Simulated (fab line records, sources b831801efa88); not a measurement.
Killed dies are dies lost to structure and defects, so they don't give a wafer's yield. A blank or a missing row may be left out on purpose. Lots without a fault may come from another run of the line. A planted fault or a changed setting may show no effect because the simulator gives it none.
fab line records | flow sky130 | part 2 of 2: steps 43 to 43 of 43
record lots=6 wafers=18 last_day=50
route steps=708 shown METAL1@442 VIA1@458 METAL2@483 PAD_OPEN@708
lots that met no fault: from a run of the same line without faults
start_h: hours from the record's first day to the start of the lot's first wafer shown | wait_h: hours since the lot's step before | " the same as in the row above | L1.1+2: a row that stands for several wafers | - no value, or no start given | * or withheld: withheld | < > ~ a bound
route shown NAME@n: a module of which the file shows steps, and the number in the route of the first | usual: mean/standard deviation of fault-free wafers | same: alike in all rows | chamber/n: place in a boat | sites: the reading at each site | _std_site: their standard deviation | _edge_site: outer sites' mean less inner sites' | radius_mm: how far each site lies from the wafer's centre | mask NAME#n: copy n | behind: the tool/chamber that last shaped the wafer | hold: why the lot was held/for how many hours/how that ended | device: the transistor (n, p or np) that didn't switch | end of line: the same wafers' tests at the end of the route | a step without rows: its recipe alone | killed: dies lost to structure and defects at the first sort, not the wafer's yield | map: a wafer's dies, x killed, . not, _ none there
set.NAME: the setting as run; set.NAME@STEP: as run at that earlier step | model.NAME: the simulator's own value behind a step, which no gauge read
lots at some steps of the route; a table a step, a row a wafer
services: from which hour (start_h, from the record's first day; less than 0 if before it) a tool's chamber was out of use, for how many hours, and why
## steps
# step SKY_PAD_OPEN_PROBE_99
# usual defect_limited_yield=82.6/1.9 killed_at_M0_to_M3=43/5.9 killed_at_M4_up=2.9/1.5 killed_at_contacts=24/5 killed_at_front_end=15/4.8 killed_at_other=0.2/0.5 killed_dies=86/9.3 killed_open=47/7.1 killed_short=38/6.3 sort_bin_3_pad_short=0.8/0.42 sort_bin_5_function=10.2/1.4 sort_bin_6_memory=6.4/1.1 sort_n_pass=406/9.3 sort_yield_pct=82.6/1.9
# same gross_dies=492 killed_at_back_side=0 sort_bin_4_leakage[%]=0 sort_bin_8_speed[%]=0
# columns lot.wafer tool chamber start_h wait_h defect_limited_yield[%] killed_at_M0_to_M3 killed_at_M4_up killed_at_contacts killed_at_front_end killed_at_other killed_dies killed_open killed_short sort_bin_3_pad_short[%] sort_bin_5_function[%] sort_bin_6_memory[%] sort_n_pass sort_yield_pct[%] model.etest.tester.sort_n_pass model.etest.tester.sort_yield_pct model.etest.tester.sort_bin_5_pct model.etest.tester.sort_bin_3_pct
L785.2 prober-01 - 1088.92 0.1 82.9 32 5 29 18 0 84 44 40 0.8 10.8 5.5 408 82.9 408 82.93 10.77 0.813
L785.4 prober-01 - 1089.02 0.2 79.9 43 4 33 19 0 99 54 45 0.4 12.4 7.3 393 79.9 393 79.88 12.4 0.4065
L785.5 prober-01 - 1089.07 0.2 79.7 50 4 27 18 1 100 60 40 1.8 11.8 6.7 392 79.7 392 79.67 11.79 1.829
L786.1 prober-02 - 1090.37 0.1 80.9 43 2 35 14 0 94 58 36 1.0 12.6 5.5 398 80.9 398 80.89 12.6 1.016
L786.3 prober-02 - 1090.47 0.2 82.1 44 4 22 18 0 88 44 44 1.0 9.1 7.7 404 82.1 404 82.11 9.146 1.016
L786.4 prober-02 - 1090.52 0.2 85.6 42 4 13 11 1 71 34 37 0.2 8.9 5.3 421 85.6 421 85.57 8.943 0.2033
L790.2 prober-02 - 1112.75 0.1 80.3 37 7 18 34 1 97 48 49 0.2 13.2 6.3 395 80.3 395 80.28 13.21 0.2033
L790.4 prober-02 - 1112.85 0.2 80.9 48 3 22 21 0 94 49 45 0.6 11.4 7.1 398 80.9 398 80.89 11.38 0.6098
L790.6 prober-02 - 1112.95 0.2 80.7 47 2 23 22 1 95 65 30 0.8 9.8 8.7 397 80.7 397 80.69 9.756 0.813
L797.2 prober-01 - 1154.54 0.1 78.5 55 4 28 19 0 106 65 41 1.0 12.6 7.9 386 78.5 386 78.46 12.6 1.016
L797.4 prober-01 - 1154.64 0.2 85.0 43 2 20 9 0 74 38 36 0.8 8.5 5.7 418 85.0 418 84.96 8.537 0.813
L797.6 prober-01 - 1154.74 0.2 78.9 69 3 21 11 0 104 41 35 1.8 11.2 8.1 388 78.9 388 78.86 11.18 1.829
L798.2 prober-02 - 1164.38 0.1 83.9 43 3 21 12 0 79 47 32 0.2 7.9 7.9 413 83.9 413 83.94 7.927 0.2033
L798.3 prober-02 - 1164.43 0.2 76.6 67 3 28 17 0 115 46 44 2.2 15.7 5.5 377 76.6 377 76.63 15.65 2.236
L798.6 prober-02 - 1164.58 0.2 78.3 68 1 18 20 0 107 43 36 2.8 13.0 5.9 385 78.3 385 78.25 13.01 2.846
L808.3 prober-01 - 1209.18 0.2 85.6 35 3 22 11 0 71 41 30 0.2 9.8 4.5 421 85.6 421 85.57 9.756 0.2033
L808.4 prober-01 - 1209.23 0.2 83.1 45 1 21 16 0 83 51 32 0.6 10.2 6.1 409 83.1 409 83.13 10.16 0.6098
L808.5 prober-01 - 1209.28 0.2 84.6 31 4 26 14 1 76 39 37 0.4 9.6 5.5 416 84.6 416 84.55 9.553 0.4065
# killed by level:class
L785.2 CONTACT:geometric_particle:open=11 CONTACT:geometric_particle:short=9 VIA1:geometric_particle:open=7 VIA2:geometric_particle:open=7 POLY_GATE:geometric_particle:short=5 POLY_GATE:geometric_particle:open=5 METAL4:geometric_particle:short=5 FIELD_ISO:geometric_particle:open=4
L785.4 CONTACT:geometric_particle:open=17 VIA3:geometric_particle:open=8 VIA1:geometric_particle:open=7 VIA1:geometric_particle:short=7 CONTACT:geometric_particle:short=6 FIELD_ISO:geometric_particle:short=5 METAL2:geometric_particle:short=5 VIA2:geometric_particle:open=5
L785.5 VIA1:geometric_particle:open=15 VIA3:geometric_particle:open=9 CONTACT:geometric_particle:open=8 FIELD_ISO:geometric_particle:open=6 LOCAL_INTERCONNECT:geometric_particle:short=6 LI_CONTACT:geometric_particle:open=6 VIA2:geometric_particle:open=6 POLY_GATE:geometric_particle:open=5
L786.1 CONTACT:geometric_particle:open=14 VIA1:geometric_particle:open=11 VIA3:geometric_particle:open=8 CONTACT:geometric_particle:short=7 POLY_GATE:geometric_particle:short=6 LI_CONTACT:geometric_particle:open=6 METAL1:geometric_particle:short=4 POLY_GATE:geometric_particle:open=3
L786.3 VIA1:geometric_particle:open=9 LI_CONTACT:geometric_particle:open=7 CONTACT:geometric_particle:open=7 POLY_GATE:geometric_particle:open=6 FIELD_ISO:geometric_particle:short=5 VIA1:geometric_particle:short=5 VIA2:geometric_particle:open=5 VIA2:geometric_particle:short=5
L786.4 METAL1:geometric_particle:short=7 METAL2:geometric_particle:short=6 LI_CONTACT:geometric_particle:open=5 VIA1:geometric_particle:open=5 VIA2:geometric_particle:open=5 FIELD_ISO:geometric_particle:short=4 CONTACT:geometric_particle:open=4 METAL3:geometric_particle:short=4
L790.2 VIA1:geometric_particle:open=12 FIELD_ISO:geometric_particle:short=9 POLY_GATE:geometric_particle:open=7 POLY_GATE:geometric_particle:short=7 VIA3:geometric_particle:open=7 FIELD_ISO:geometric_particle:open=5 METAL4:geometric_particle:short=5 LI_CONTACT:geometric_particle:open=5
L790.4 METAL2:geometric_particle:short=15 CONTACT:geometric_particle:short=8 VIA2:geometric_particle:open=8 FIELD_ISO:geometric_particle:open=7 CONTACT:geometric_particle:open=7 VIA3:geometric_particle:open=7 FIELD_ISO:geometric_particle:short=4 LI_CONTACT:geometric_particle:open=4
L790.6 VIA1:geometric_particle:open=14 CONTACT:geometric_particle:open=13 VIA3:geometric_particle:open=10 LI_CONTACT:geometric_particle:open=7 POLY_GATE:geometric_particle:open=6 POLY_GATE:geometric_particle:short=6 METAL1:geometric_particle:short=6 FIELD_ISO:geometric_particle:open=4
L797.2 VIA1:geometric_particle:open=17 CONTACT:geometric_particle:open=15 VIA3:geometric_particle:open=9 VIA2:geometric_particle:open=8 FIELD_ISO:geometric_particle:open=7 METAL1:geometric_particle:short=7 CONTACT:geometric_particle:short=6 LOCAL_INTERCONNECT:geometric_particle:short=5
L797.4 VIA1:geometric_particle:open=15 CONTACT:geometric_particle:short=8 VIA3:geometric_particle:open=6 POLY_GATE:geometric_particle:short=4 LI_CONTACT:geometric_particle:open=4 METAL1:geometric_particle:short=4 VIA1:geometric_particle:short=4 VIA2:geometric_particle:open=4
L797.6 METAL1:unspecified=28 VIA1:geometric_particle:open=18 LI_CONTACT:geometric_particle:open=6 CONTACT:geometric_particle:open=5 VIA1:geometric_particle:short=5 METAL1:geometric_particle:short=4 LI_CONTACT:geometric_particle:short=4 CONTACT:geometric_particle:short=4
L798.2 VIA1:geometric_particle:open=12 CONTACT:geometric_particle:open=8 VIA2:geometric_particle:open=8 VIA3:geometric_particle:open=8 CONTACT:geometric_particle:short=6 METAL1:geometric_particle:short=5 LI_CONTACT:geometric_particle:open=4 FIELD_ISO:geometric_particle:open=3
L798.3 METAL1:unspecified=25 CONTACT:geometric_particle:open=8 VIA1:geometric_particle:open=8 METAL1:geometric_particle:short=8 VIA3:geometric_particle:open=8 CONTACT:geometric_particle:short=7 LI_CONTACT:geometric_particle:open=5 LOCAL_INTERCONNECT:geometric_particle:short=5
L798.6 METAL1:unspecified=28 VIA1:geometric_particle:open=8 CONTACT:geometric_particle:open=8 VIA2:geometric_particle:open=6 VIA1:geometric_particle:short=6 FIELD_ISO:geometric_particle:short=5 POLY_GATE:geometric_particle:short=5 POLY_GATE:geometric_particle:open=5
L808.3 VIA1:geometric_particle:open=12 LOCAL_INTERCONNECT:geometric_particle:short=9 CONTACT:geometric_particle:open=9 VIA3:geometric_particle:open=7 FIELD_ISO:geometric_particle:open=5 METAL2:geometric_particle:short=4 CONTACT:geometric_particle:short=3 VIA2:geometric_particle:open=3
L808.4 VIA1:geometric_particle:open=12 POLY_GATE:geometric_particle:open=8 LI_CONTACT:geometric_particle:open=7 METAL2:geometric_particle:short=7 VIA2:geometric_particle:open=7 CONTACT:geometric_particle:open=6 CONTACT:geometric_particle:short=5 METAL1:geometric_particle:short=5
L808.5 CONTACT:geometric_particle:open=9 VIA1:geometric_particle:open=7 LI_CONTACT:geometric_particle:open=7 METAL1:geometric_particle:short=6 METAL2:geometric_particle:short=5 POLY_GATE:geometric_particle:short=4 CONTACT:geometric_particle:short=4 POLY_GATE:geometric_particle:open=3
# map L797.2 (x killed, . not)
__________.........x_________
________.x............_______
______...x.x........xx.._____
_____..........x...x.x.x.____
____xx.......xx...x.xx....___
___...x.x...x.x...x...x....__
__xx.x.............xx......._
_..xx.x...x....x.x.....xx.x..
_...xx......x................
_.......x....x.......x.......
_...x..x.xx..x.......x..x....
_..x...x...xx.....x.x..x..x..
_x.....x........x....xx......
_..x.............x..xx.x..x.x
_....xx.....x..xx.x.....x....
__x..xxx.x..x.....x........._
___.x...x..xx............x.__
____......x..x.xx.x......x___
_____x...x......x........____
______xx.x...x.....x..x._____
________.x........x..._______
__________.........._________
# map L798.3 (x killed, . not)
__________.x.x......_________
________.......x......_______
______..xx.............._____
_____.........xxx...xx...____
____...................x..___
___...xx......xx.......x..x__
__.x...........x.....x..xxxx_
_.....x.........x.x...xx.xxxx
_....xx.xx..x......x..x..xxxx
_.........x.............xxxxx
_..x......x......x...x...xxxx
_x....xx......x.....x...x.xxx
_.....xx.x.xxx......x...x....
_...x..x............x...x...x
_....xx............x..x....x.
__..x.x.x..........x......x._
___....x.............x....x__
____.xx.xx......x...xx....___
_____.xx..xx..x....xx..x.____
______...x...x......x..._____
________..x..........._______
__________.x..x.x..._________
## services
# columns tool chamber start_h hours kind
plasma_asher-04 - 754.96 0.3 repair
pvd_sputter-03 - 764.37 10.1 repair
rie_diel-02 1 793.00 8.3 repair
rie_diel-03 2 794.21 2.4 repair
rie_diel-01 1 824.17 1.9 repair
cvd_w-02 1 824.19 3.3 repair
plasma_asher-04 - 828.24 15.9 repair
plasma_asher-03 - 829.52 4.3 pm
cvd_w-02 - 833.03 6.0 pm
rie_diel-01 - 837.04 68.4 repair
plasma_asher-02 - 838.92 0.4 repair
rie_diel-02 2 843.41 25.8 repair
rie_diel-02 3 848.97 8.6 repair
pvd_sputter-04 - 850.48 5.6 repair
cvd_w-02 0 853.35 9.1 repair
plasma_asher-01 - 853.82 1.0 repair
rie_diel-01 1 894.80 20.9 repair
cvd_w-02 - 904.00 14.0 pm
plasma_asher-01 - 920.74 1.3 repair
rie_diel-02 1 926.81 1.6 repair
plasma_asher-02 - 930.86 1.9 repair
plasma_asher-01 - 938.12 5.6 repair
cvd_w-01 0 940.04 9.2 repair
rie_diel-02 - 959.67 1.7 repair
## key
first_sign step=SKY_PAD_OPEN_PROBE_99 reading=killed_at_M0_to_M3 direction=up sigmas=4.2 usual=43 struck=68
effect step=SKY_PAD_OPEN_PROBE_99 reading=sort_bin_3_pad_short direction=up sigmas=3.6 usual=0.8 struck=2.3
model_effect step=SKY_PAD_OPEN_PROBE_99 value=etest.tester.sort_n_pass without=405.3 struck=383.3
met_at SKY_METAL1_STRIP_20
struck_wafers L797.6,L798.3,L798.6
onset_between 811.34 863.80
fault kind=chamber_particle_source tool=plasma_asher-01 chamber=1 onset_h=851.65 steps=SKY_METAL1_STRIP_20 rate_per_visit_cm2=0.8347 end_h=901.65
